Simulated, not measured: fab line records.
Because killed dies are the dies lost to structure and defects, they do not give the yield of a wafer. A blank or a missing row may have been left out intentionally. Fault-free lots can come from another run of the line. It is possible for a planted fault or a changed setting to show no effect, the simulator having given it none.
Which tool is to blame? / flow sky130 / 6 lots with 18 wafers sampled at 2 steps, on a route of 708 steps

WHAT EACH GAUGE READ, for each wafer
SKY_SD_P_CD_MEAS_07: target cd 380 nm.
lot=L361; measured=day 27 00:25; on=cdSem-01; cdNm (nm)=382.5 381.6 379.5
lot=L364; measured=day 27 07:05; on=cdSem-01; cdNm (nm)=373.9 364.3 370.0
lot=L373; measured=day 30 07:31; on=cdSem-02; cdNm (nm)=379.1 376.6 378.7
lot=L377; measured=day 30 20:28; on=cdSem-01; cdNm (nm)=383.3 377.7 380.8
lot=L379; measured=day 31 05:10; on=cdSem-01; cdNm (nm)=373.6 375.7 375.3
lot=L381; measured=day 32 20:47; on=cdSem-02; cdNm (nm)=378.1 378.7 379.0

WHAT TOOL EACH LOT RAN ON (gives the tool, then ch and the chambers of the sampled wafers, and finally the start)
lot=L361; SKY_SD_P_EXPOSE_04=ilineStepper-01 ch 0, day 26 10:49
lot=L364; SKY_SD_P_EXPOSE_04=ilineStepper-01 ch 0, day 26 17:01
lot=L373; SKY_SD_P_EXPOSE_04=ilineStepper-02 ch 0, day 29 18:16
lot=L377; SKY_SD_P_EXPOSE_04=ilineStepper-01 ch 0, day 30 07:19
lot=L379; SKY_SD_P_EXPOSE_04=ilineStepper-01 ch 0, day 30 15:17
lot=L381; SKY_SD_P_EXPOSE_04=ilineStepper-01 ch 0, day 32 07:45
- SKY_SD_P_EXPOSE_04: exposes mask PSDM, target cd 380 nm.

THE ANSWER, worked out from the rows above alone
Rule: usual is defined by the lots themselves. Put in order of their means at a reading, lots are off if they are a third of the lots or fewer, leave a main group of 4 or more, and stand apart from it by a gap of 3 or more times the standard deviation of the main group's means; of several such gaps the widest counts. If all means in a main group match to the digits the tables above print for the reading, that group is not used. A lot without any number at a reading at which 4 lots or more have one is off too. Any other lot the step has rows for is counted as sound.
None of the lots is off at any reading shown; this tells nothing.

WHAT THE SIMULATOR HAD PUT IN
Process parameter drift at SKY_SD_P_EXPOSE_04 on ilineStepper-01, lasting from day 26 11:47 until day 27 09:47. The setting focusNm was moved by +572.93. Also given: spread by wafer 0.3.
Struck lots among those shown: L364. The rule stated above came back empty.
